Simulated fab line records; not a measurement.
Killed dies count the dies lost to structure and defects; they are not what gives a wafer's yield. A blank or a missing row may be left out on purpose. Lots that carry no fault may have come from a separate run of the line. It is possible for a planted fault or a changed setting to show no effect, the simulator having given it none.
A lot that was struck, set against a sound lot -- flow sky130 -- 17 steps out of a route of 708
Sound: wafers L256.1, L256.2, L256.6. Struck: wafers L261.3, L261.4, L261.6. The cause is given at the end.
Per side, at each step with rows, come the tool, then ch with its chambers, and then its first start. Under that, the readings that differ: sound wafers -- struck wafers -- difference of the means -- sigmas: that difference in standard deviations of wafers without a fault.
alike: a reading whose means differ by less than 2 such deviations, as well as words and numbers matching on both sides. not compared: withheld readings; readings where some wafer has no value; bounds like >300 that might hide an equal value; numbers whose values overlap and for which the record gives no deviation.
A row with sigmas, a row that says differs or no value, or rows on one side alone: a step with any of these is where the two part. Numbers that don't overlap but have no deviation are shown without sigmas and don't part them. A reading missing from all wafers of one side parts the sides only when that side holds two or more wafers.

SKY_VT_ADJUST_HVTR_OVL_MEAS_08:
  sound on overlay-01 at day 9 20:53; struck on overlay-01 at day 11 12:41
  alike: VT_ADJUST_HVTR_OVL
after that, 1 step had no rows for these wafers: SKY_VT_ADJUST_HVTR_IMPLANT_09.
SKY_VT_ADJUST_HVTR_STRIP_10: strips in O2/N2.
  sound on plasma-asher-04 ch 0,1, day 9 21:04; struck on plasma-asher-03 ch 0,1, day 11 12:53
  alike: drypump-motor-current-A, oes-product-au, strip-time-to-endpoint-s
  not compared: rf-hours-counter-h
SKY_VT_ADJUST_HVTR_TW_MEAS_11:
  sound on film-metro-01 at day 9 21:10; struck on film-metro-02 at day 11 12:59
  alike: VT_ADJUST_HVTR_TW
then, 7 steps without rows for these wafers: SKY_VT_ADJUST_PCH_DEHYDRATE_00 (time 60 s); SKY_VT_ADJUST_PCH_HMDS_01 (prime time 60 s); SKY_VT_ADJUST_PCH_COAT_02 (resist thk 3000 nm); SKY_VT_ADJUST_PCH_SOFTBAKE_03; SKY_VT_ADJUST_PCH_EXPOSE_04 (exposes mask NWM, target cd 840 nm); SKY_VT_ADJUST_PCH_PEB_05; SKY_VT_ADJUST_PCH_DEVELOP_06 (develop time 60 s).
SKY_VT_ADJUST_PCH_OVL_MEAS_07:
  sound on overlay-02 at day 10 19:22; struck on overlay-01 at day 12 12:37
  alike: VT_ADJUST_PCH_OVL
SKY_VT_ADJUST_PCH_IMPLANT_08:
  sound on implanter-01 ch 0, day 10 19:24; struck on implanter-02 ch 0, day 12 12:42
reading,sound,struck,difference,sigmas
dose-ions-cm2,5.001e+11 4.987e+11 4.991e+11,6.626e+11 6.625e+11 6.625e+11,+1.632e+11,+99 or more
faraday-current-uA,2.80 2.81 2.89,3.59 3.70 3.67,+0.82,+13
SKY_VT_ADJUST_PCH_STRIP_09: strips in O2/N2.
  sound on plasma-asher-04 ch 0,1, day 10 19:33; struck on plasma-asher-04 ch 0,1, day 12 12:50
  alike: drypump-motor-current-A, oes-product-au, strip-time-to-endpoint-s
  not compared: rf-hours-counter-h
SKY_VT_ADJUST_PCH_TW_MEAS_10:
  sound on film-metro-03 at day 10 19:39; struck on film-metro-01 at day 12 12:55
reading,sound,struck,difference,sigmas
VT_ADJUST_PCH_TW,144.7 144.7 145.5,153.0 153.1 153.7,+8.3,+8
then, 1 step without rows for these wafers: SKY_SONOS_TUNNEL_DEHYDRATE_00 (time 60 s).
-- here the record skips 35 days between the struck wafers' starts before and after, leaving off in module SONOS_TUNNEL and picking up in module PAD_OPEN (first step shown: number 708 of the route) --
SKY_PAD_OPEN_PROBE_99:
  sound on prober-01 at day 46 01:14; struck on prober-02 at day 47 13:38
reading,sound,struck,difference,sigmas
model.etest.pfet-g5v0d10v5.off-log10-a-um,-12.1 -12.51 -12.32,-11.96 -11.91 -11.78,+0.43,
model.etest.pfet_01v8_lvt.off-log10-a-um,-9.002 -8.832 -8.787,-8.315 -8.569 -8.355,+0.461,
model.etest.pfet-g5v0d10v5.vt-sat-v (V),-0.5879 -0.6276 -0.5947,-0.5649 -0.5703 -0.5639,+0.0370,
model.etest.pfet_16v.vt-v (V),-1.07 -1.075 -1.067,-1.035 -1.04 -1.036,+0.034,
model.etest.pfet-g5v0d10v5.vt-v (V),-0.7888 -0.824 -0.7966,-0.7755 -0.7766 -0.7727,+0.0282,
model.etest.pfet-g5v0d10v5.vt-long-v (V),-0.9091 -0.9071 -0.8955,-0.8731 -0.8728 -0.87,+0.0319,
model.etest.pfet_01v8_lvt.vt-sat-v (V),-0.4425 -0.4476 -0.4493,-0.3924 -0.4006 -0.3996,+0.0489,
  alike: killed_at_M0_to_M3, killed_at_M4_up, killed-at-contacts, killed-at-front-end, killed-at-other, killed-dies, killed-open, killed-short
  not compared: model.etest.pfet_01v8_lvt.drive-ua-um

== WHERE THEY PART ==
Earliest at SKY_VT_ADJUST_PCH_IMPLANT_08; latest, in this record, at SKY_VT_ADJUST_PCH_TW_MEAS_10. Later steps at which nothing parts them and some readings are alike: SKY_PAD_OPEN_PROBE_99.

WHY: what the simulator had put in
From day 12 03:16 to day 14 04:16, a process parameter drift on implanter-02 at SKY_VT_ADJUST_PCH_IMPLANT_08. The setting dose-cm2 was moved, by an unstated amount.
